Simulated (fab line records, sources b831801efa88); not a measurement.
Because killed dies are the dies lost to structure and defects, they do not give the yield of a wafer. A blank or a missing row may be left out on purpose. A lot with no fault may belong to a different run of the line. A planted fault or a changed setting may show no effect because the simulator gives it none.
Matching of chambers || flow sky130 || wet_bench-01 running SKY_FIELD_ISO_WET_ETCH_30: 3 sister chambers
The step etches SiO2 in dHF, target depth 25 nm, time 50 s. 6 wafers are shown with their chamber, then 7 later ones without.

## WAFERS, EACH WITH ITS CHAMBER
{"wafer": "L799.5", "chamber": 0, "temp_c (C)": 24.79, "bath_heat_duty_pct (%)": 6.5}
{"wafer": "L799.6", "chamber": 0, "temp_c (C)": 24.99, "bath_heat_duty_pct (%)": 7.4}
{"wafer": "L814.5", "chamber": 2, "temp_c (C)": 24.93, "bath_heat_duty_pct (%)": 6.6}
{"wafer": "L814.6", "chamber": 2, "temp_c (C)": 24.93, "bath_heat_duty_pct (%)": 6.2}
{"wafer": "L816.2", "chamber": 3, "temp_c (C)": 25.08, "bath_heat_duty_pct (%)": 6.4}
{"wafer": "L816.3", "chamber": 3, "temp_c (C)": 25.07, "bath_heat_duty_pct (%)": 5.9}

## WAFERS MISSING THEIR CHAMBER
{"wafer": "L816.6", "temp_c (C)": 25.18, "bath_heat_duty_pct (%)": 5.5}
{"wafer": "L817.2", "temp_c (C)": 25.16, "bath_heat_duty_pct (%)": 6.0}
{"wafer": "L817.4", "temp_c (C)": 25.09, "bath_heat_duty_pct (%)": 6.8}
{"wafer": "L817.6", "temp_c (C)": 25.25, "bath_heat_duty_pct (%)": 7.1}
{"wafer": "L818.1", "temp_c (C)": 25.05, "bath_heat_duty_pct (%)": 5.7}
{"wafer": "L818.2", "temp_c (C)": 25.13, "bath_heat_duty_pct (%)": 6.4}
{"wafer": "L818.6", "temp_c (C)": 24.95, "bath_heat_duty_pct (%)": 6.3}

## THE CHAMBER EACH PASSED THROUGH
{"wafer": "L816.6", "from the rows above": "can't be placed: 3 or 2", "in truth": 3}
{"wafer": "L817.2", "from the rows above": "can't be placed: 3 or 2", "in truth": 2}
{"wafer": "L817.4", "from the rows above": "can't be placed: 3 or 2 or 0", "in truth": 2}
{"wafer": "L817.6", "from the rows above": "can't be placed: 3 or 2 or 0", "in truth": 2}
{"wafer": "L818.1", "from the rows above": "can't be placed: 3 or 2", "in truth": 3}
{"wafer": "L818.2", "from the rows above": "can't be placed: 3 or 2", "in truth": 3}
{"wafer": "L818.6", "from the rows above": "can't be placed: 2 or 3 or 0", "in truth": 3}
Correctly placed: 0 of 7. From these rows, 7 cannot be placed; in 7 the true chamber is one of the candidates. 0 placed wrongly.
How it was worked out, from the rows above alone: a wafer's distance from a chamber is the root of the sum, over the readings, of the square of ((its reading less the chamber's mean) divided by the reading's scatter). The wafer belongs to the nearest chamber; if the next one is less than 2 further off, it can't be placed. Each chamber's mean is taken over the wafers shown for it. How the scatter is found: for the shown wafers, subtract from each reading the mean of its chamber, square and add these, divide the total by (wafers less chambers), then take the root.
